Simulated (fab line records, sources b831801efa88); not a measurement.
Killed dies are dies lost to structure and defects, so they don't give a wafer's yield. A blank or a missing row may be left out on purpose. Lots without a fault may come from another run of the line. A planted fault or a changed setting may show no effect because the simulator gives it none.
One fault seen from 2 desks | flow gf180mcu | each desk has only its own numbers; what lay behind them comes last

THE TOOL OWNER'S DESK: krf_scanner-01
The tool's own readings at GF_V1_EXPOSE_11 (exposes mask Via1, target cd 260 nm): means of the sampled wafers that have a number, for each lot that ran on this tool. A lot is out of limits, marked OUT, if its mean lies more than 4 standard deviations from the usual mean; the brackets give that distance.
Columns: A = exposure_dose_mJ_cm2 at GF_V1_EXPOSE_11, usual 38.31
lot  | first seen here | A
L687 | day 19 05:20    | 38.55
L688 | day 19 21:43    | 38.47
L689 | day 20 10:17    | 33.24 (-24) OUT
L691 | day 20 18:44    | 33.21 (-24) OUT
L693 | day 21 10:52    | 35.29 (-14) OUT
L697 | day 22 21:04    | 35.86 (-12) OUT
This desk's finding: out of limits on L689, L691, L693, L697; first on L689, day 20 10:17 (exposure_dose_mJ_cm2 at GF_V1_EXPOSE_11). In limits: L687, L688.

THE METROLOGY DESK
What the gauges read, lot by lot, whatever tool the lot ran on: means of the sampled wafers that have a number. A lot is out of limits, marked OUT, if its mean lies more than 4 standard deviations from the usual mean; the brackets give that distance.
Columns: A = cd_nm at GF_V1_CD_MEAS_14, usual 260.1 nm; B = V1_W_THK at GF_V1_THK_MEAS_25, usual 358 nm
lot  | first seen here | A                | B
L685 | day 19 04:29    | 260.5            | 344
L687 | day 19 17:49    | 260.1            | 359
L688 | day 20 09:40    | 258.3            | 362
L689 | day 20 22:35    | 236.7 (-18) OUT  | 355
L690 | day 21 06:07    | 259.8            | 356
L691 | day 21 06:34    | 237.0 (-18) OUT  | 354
L693 | day 21 23:17    | 245.9 (-11) OUT  | 354
L697 | day 23 08:17    | 250.4 (-7.5) OUT | 370
L699 | day 23 23:10    | 262.5            | 352
L702 | day 24 22:55    | 260.7            | 361
L703 | day 25 03:25    | 258.0            | 367
L706 | day 25 23:13    | 257.3            | 365
This desk's finding: out of limits on L689, L691, L693, L697; first on L689, day 20 22:35 (cd_nm at GF_V1_CD_MEAS_14). In limits: L685, L687, L688, L690, L699, L702, L703, L706.

PUT TOGETHER
The tool owner's desk could have raised an alarm at day 20 10:17, on L689, L691, L693, L697.
The metrology desk could have raised an alarm at day 20 22:35, on L689, L691, L693, L697.
Of the lots named, all ran GF_V1_EXPOSE_11 on krf_scanner-01.

WHAT THE SIMULATOR HAD PUT IN
Process parameter drift: krf_scanner-01, from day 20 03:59 on, at GF_V1_EXPOSE_11. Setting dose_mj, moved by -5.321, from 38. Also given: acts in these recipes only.
Lots struck among those shown: L689, L691, L693, L697.
Hours from the fault's start to each desk's first reading out of limits: the tool owner's desk, 6; the metrology desk, 19.
